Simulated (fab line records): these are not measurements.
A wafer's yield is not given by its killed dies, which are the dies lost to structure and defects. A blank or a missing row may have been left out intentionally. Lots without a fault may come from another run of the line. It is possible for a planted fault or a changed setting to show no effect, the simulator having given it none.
8D (eight disciplines) problem report, filled in by code / flow gf180mcu / the parts of the form that need people (team, actions taken, sign-off) are left out

== 1. THE ISSUE ==
strip time to endpoint s at GF_NWELL_STRIP_10 reads a mean of 27.19 s on 6 wafers of 2 lots; wafers without a fault read 36.97 s with a standard deviation of 0.09. So: -99 or more standard deviations from the usual mean.
The step: strips in O2/N2.
The first sign was on wafer L555.2 at day 6 07:28, on plasma asher-02. At this step, 36 wafers from 12 lots have a number in the record. The rule behind "out" and "out of limits": a value lying over 4 standard deviations away from the usual mean. The rest of the wafers with a number are treated as sound.

== 2. WHAT IT IS AND WHAT IT IS NOT ==
question=which readings at this step | is=strip time to endpoint s | is not=drypump motor current A, heater power w, oes product au
question=which lots | is=L555, L558 | is not=L543, L544, L546, L550, L551, L553, L554, L563, L564, L565
question=which wafers of those lots | is=all that have a number | is not=-
question=read on which tools | is=plasma asher-02, plasma asher-04 | is not=plasma asher-01
question=when | is=from day 6 07:28 | is not=up to then (21 sound wafers); but 9 sound wafers of L563, L564, L565 came after

== 3. WHAT RULES OUT EACH SUSPECT ==
Counting: a tool at any process step up to the reading remains a suspect when it ran all the lots that are out and ran no sound lot after the first of those.
- litho track-04 at GF_NWELL_COAT_02 (resist thk 3000 nm): kept. It ran every lot that is out, first L555 (day 5 23:16), and no sound lot after that; its last sound lot up to then is L554 (day 5 17:33).
Remaining after the count: litho track-04 at GF_NWELL_COAT_02.

== 4. THE CAUSE (what the simulator had put in) ==
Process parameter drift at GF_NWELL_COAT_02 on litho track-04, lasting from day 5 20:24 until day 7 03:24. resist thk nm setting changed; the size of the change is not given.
The count eliminated every tool but this one.

== 5. THE EFFECT CHAIN, in route order ==
Each row: a reading where the mean over the struck wafers with a number is more than 3 standard deviations away from the usual. Scope: only readings with a usual standard deviation given in the record; hours: median across lots of the time from each lot's start at the first step in this table that gives one to its start at this step; sigmas: change in usual standard deviations.
hours=0; step=GF_NWELL_STRIP_10; reading=strip time to endpoint s; usual=36.97 s; on struck wafers=27.19; change=-9.78; sigmas=-99 or more
The process steps in it:
- GF_NWELL_STRIP_10: strips in O2/N2.
Later measuring or inspecting steps at which every struck wafer that the step has a row for has a number for every such reading, and none has moved that far: GF_SAB_OVL_MEAS_10.

== 6. HOW IT WOULD HAVE BEEN CAUGHT EARLIER ==
In this record the first reading out of limits was taken at day 6 07:28, 11 hours after the fault began at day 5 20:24.
Lots out: 2; of these, L558 started GF_NWELL_COAT_02 on litho track-04 after day 6 07:28. It would have been spared by a hold on the tool at that moment.
